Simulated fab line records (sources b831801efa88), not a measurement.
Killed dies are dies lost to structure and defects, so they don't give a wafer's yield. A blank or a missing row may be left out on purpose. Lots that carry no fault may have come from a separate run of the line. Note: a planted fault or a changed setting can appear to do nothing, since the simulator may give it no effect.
A lot that was struck, set against a sound lot + flow sky130 + 23 steps out of a route of 708
Sound: these wafers, L530.1, L530.4, L530.5. The struck wafers were L525.1, L525.3, L525.4. The cause comes at the end.
At each step with rows: each side's tool, then ch and its chambers, then its first start. Under that, the readings that differ: sound wafers + struck wafers + difference of the means + sigmas: that difference in standard deviations of wafers without a fault.
alike: a reading whose means differ by less than 2 such deviations, as well as words and numbers matching on both sides. not compared: withheld readings; readings where some wafer has no value; bounds like >300 that might hide an equal value; numbers whose values overlap and for which the record gives no deviation.
A row with sigmas, a row that says differs or no value, or rows on one side alone: a step with any of these is where the two part. Numbers that don't overlap but have no deviation are shown without sigmas and don't part them. Lack of a reading on every wafer of one side parts them only where that side has two or more wafers.

first, 8 steps without rows for these wafers: SKY_LDD_N_IMPLANT_08; SKY_LDD_N_IMPLANT_09; SKY_LDD_N_IMPLANT_10; SKY_LDD_N_IMPLANT_11; SKY_LDD_N_IMPLANT_12; SKY_LDD_N_IMPLANT_13; SKY_LDD_N_IMPLANT_14; SKY_LDD_N_IMPLANT_15.
SKY_LDD_N_STRIP_16: strips in O2/N2.
  sound on plasma-asher-04 ch 0,1, day 22 09:25; struck on plasma-asher-02 ch 0,1, day 20 10:13
  alike: drypump-motor-current-A, oes-product-au, strip-time-to-endpoint-s
  not compared: rf-hours-counter-h
SKY_LDD_N_TW_MEAS_17:
  struck on film-metro-02, day 20 10:19; sound on film-metro-02, day 22 09:31
  alike: LDD_N_TW
then, 2 steps without rows for these wafers: SKY_LDD_P_DEHYDRATE_00 (time 60 s); SKY_LDD_P_HMDS_01 (prime time 60 s).
SKY_LDD_P_COAT_02: resist thk 1140 nm.
  sound on litho-track-04 ch 0, day 23 00:25; struck on litho-track-02 ch 0, day 21 01:11
| reading                                    | sound                | struck               | difference | sigmas      |
|--------------------------------------------|----------------------|----------------------|------------|-------------|
| spin-speed-rpm (rpm)                       | 2997.2 3003.9 2997.1 | 3270.1 3274.6 3271.2 | +272.6     | +99 or more |
| model.NOVOLAK_of_LDD_P_COAT_02.thk-nm (nm) | 1131 1129 1132       | 1088 1089 1088       | -42        |             |
then, 3 steps without rows for these wafers: SKY_LDD_P_SOFTBAKE_03 (time 60 s); SKY_LDD_P_EXPOSE_04 (exposes mask PSDM, target cd 380 nm); SKY_LDD_P_PEB_05.
SKY_LDD_P_DEVELOP_06: develop time 60 s.
  sound on litho-track-03 ch 0, day 23 15:22; struck on litho-track-03 ch 0, day 21 16:28
| reading                                    | sound          | struck         | difference | sigmas |
|--------------------------------------------|----------------|----------------|------------|--------|
| model.NOVOLAK_of_LDD_P_COAT_02.thk-nm (nm) | 1131 1128 1131 | 1088 1089 1087 | -42        |        |
SKY_LDD_P_CD_MEAS_07: the cd target is 380 nm.
  struck on cd-sem-02, day 21 16:37; sound on cd-sem-01, day 23 15:31
| reading    | sound             | struck            | difference | sigmas |
|------------|-------------------|-------------------|------------|--------|
| cd-nm (nm) | 375.3 378.3 375.3 | 391.6 391.6 392.0 | +15.4      | +6     |
SKY_LDD_P_OVL_MEAS_08:
  struck on overlay-02, day 21 16:44; sound on overlay-02, day 23 15:38
  alike: LDD_P_OVL
next, for these wafers, 1 step has no rows: SKY_LDD_P_IMPLANT_09.
SKY_LDD_P_STRIP_10: strips in O2/N2.
  sound on plasma-asher-01 ch 0, day 23 15:49; struck on plasma-asher-01 ch 0,1, day 21 16:55
| reading                      | sound             | struck            | difference | sigmas |
|------------------------------|-------------------|-------------------|------------|--------|
| strip-time-to-endpoint-s (s) | 14.08 14.03 14.06 | 13.56 13.56 13.56 | -0.50      | -10    |
  alike: drypump-motor-current-A, oes-product-au
  not compared: rf-hours-counter-h
SKY_LDD_P_TW_MEAS_11:
  struck on film-metro-04, day 21 17:01; sound on film-metro-01, day 23 15:55
  alike: LDD_P_TW
SKY_PAD_OPEN_PROBE_99:
  rows exist in the record for the sound wafers here (prober-02, day 48 19:13), none for the struck ones

== WHERE THEY PART ==
Earliest at SKY_LDD_P_COAT_02; latest, in this record, at SKY_PAD_OPEN_PROBE_99.

WHY: whatever the simulator had introduced
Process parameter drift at SKY_LDD_P_COAT_02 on litho-track-02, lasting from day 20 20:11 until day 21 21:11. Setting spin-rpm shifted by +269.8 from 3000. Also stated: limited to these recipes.
